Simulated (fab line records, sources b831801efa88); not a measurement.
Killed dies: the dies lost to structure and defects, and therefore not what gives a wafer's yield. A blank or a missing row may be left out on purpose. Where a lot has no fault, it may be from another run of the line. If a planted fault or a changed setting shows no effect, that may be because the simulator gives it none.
What tool caused it? | flow sky130 | 6 lots, 18 wafers sampled, at 2 steps of a route of 708

## WHAT THE GAUGES SHOWED, per wafer
SKY_POLY_GATE_THK_MEAS_21.
lot  | measured     | on           | POLY_GATE_OXIDATION_THK (nm)
L165 | day 17 05:21 | filmMetro-04 | 4.23 4.34 4.24
L167 | day 18 03:23 | filmMetro-02 | 3.98 4.12 4.02
L169 | day 18 11:44 | filmMetro-04 | 4.26 4.08 4.21
L173 | day 19 18:44 | filmMetro-02 | 4.26 4.14 4.11
L180 | day 22 14:25 | filmMetro-02 | 6.33 6.38 6.41
L186 | day 23 22:37 | filmMetro-02 | 6.46 6.44 6.54

## WHAT TOOL EACH LOT RAN ON (gives the tool, then ch and the chambers of the sampled wafers, and finally the start)
lot  | SKY_POLY_GATE_OXIDATION_20
L165 | furnace-01 ch 0, day 17 04:05
L167 | furnace-01 ch 0, day 18 02:08
L169 | furnace-01 ch 0, day 18 10:27
L173 | furnace-02 ch 0, day 19 17:28
L180 | furnace-01 ch 0, day 22 13:10
L186 | furnace-01 ch 0, day 23 21:21
- SKY_POLY_GATE_OXIDATION_20: stabilise 600 s, purge 300 s, target thk 4 nm.

## THE ANSWER, worked out from the rows above alone
Rule: usual is defined by the lots themselves. The widest of any qualifying gaps counts: lots, ordered by their means at a reading, are off when they make up no more than a third of the lots, leave a main group of 4 or more, and stand apart from it by 3 or more times the standard deviation of that group's means. A main group whose means are all the same, to the digits that the tables above print for the reading, isn't used. A lot without any number at a reading at which 4 lots or more have one is off too. Where the step has rows for the other lots, those lots are counted as sound.
Off: L180, L186, seen at SKY_POLY_GATE_THK_MEAS_21 (POLY_GATE_OXIDATION_THK). The main group: mean 4.17 nm, standard deviation 0.082.
A tool fits if, at a process step before that reading, it ran every lot that is off, and no sound lot after the first of them. The gauges at SKY_POLY_GATE_THK_MEAS_21 are tried like those tools. Can't be told from this: 2 tools fit, furnace-01 at SKY_POLY_GATE_OXIDATION_20, filmMetro-02 at SKY_POLY_GATE_THK_MEAS_21.

## WHAT WAS PUT IN BY THE SIMULATOR
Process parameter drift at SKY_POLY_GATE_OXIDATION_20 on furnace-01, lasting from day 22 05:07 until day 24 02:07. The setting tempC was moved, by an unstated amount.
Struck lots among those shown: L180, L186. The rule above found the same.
